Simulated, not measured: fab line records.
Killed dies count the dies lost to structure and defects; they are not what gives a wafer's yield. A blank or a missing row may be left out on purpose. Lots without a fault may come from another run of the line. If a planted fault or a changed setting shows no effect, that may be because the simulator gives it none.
2 desks, one fault | flow sky130 | each desk holds nothing but its own numbers, with what lay behind them at the end

== THE TOOL OWNER'S DESK: pvd_sputter-03 ==
The tool's own readings at SKY_METAL2_SPUTTER_01 (material TiN, target thk 20 nm, time 16.7 s): means of the sampled wafers that have a number, for each lot that ran on this tool. Any lot whose mean is over 4 standard deviations away from the usual mean is out of limits and marked OUT; that distance is given in the brackets.
Columns: A = throttle_valve_pct at SKY_METAL2_SPUTTER_01, usual 29.5 %
lot  | first seen here | A
L385 | day 36 07:43    | 28.7
L391 | day 38 06:59    | 28.6
L393 | day 38 17:03    | 28.6
This desk's finding: nothing out of limits on any of the 3 lots.

== AT THE METROLOGY DESK ==
Means of the sampled wafers that have a number, per lot and without regard to the tool the lot ran on: this is what the gauges read. Any lot whose mean is over 4 standard deviations away from the usual mean is out of limits and marked OUT; that distance is given in the brackets.
Columns: A = VIA1_W_RS at SKY_VIA1_RS_MEAS_22, usual 0.427 ohm/sq; B = VIA1_W_THK at SKY_VIA1_THK_MEAS_23, usual 273 nm
lot  | first seen here | A     | B
L384 | day 35 16:41    | 0.434 | 273
L385 | day 36 07:13    | 0.435 | 266
L391 | day 38 06:30    | 0.432 | 271
L393 | day 38 16:33    | 0.423 | 282
L395 | day 39 07:08    | 0.430 | 269
L399 | day 40 12:38    | 0.423 | 272
This desk's finding: nothing out of limits on any of the 6 lots.

== PUT TOGETHER ==
The desk of the tool owner found nothing out of limits.
At the metrology desk, nothing out of limits was observed.

== WHAT HAD BEEN PUT IN BY THE SIMULATOR ==
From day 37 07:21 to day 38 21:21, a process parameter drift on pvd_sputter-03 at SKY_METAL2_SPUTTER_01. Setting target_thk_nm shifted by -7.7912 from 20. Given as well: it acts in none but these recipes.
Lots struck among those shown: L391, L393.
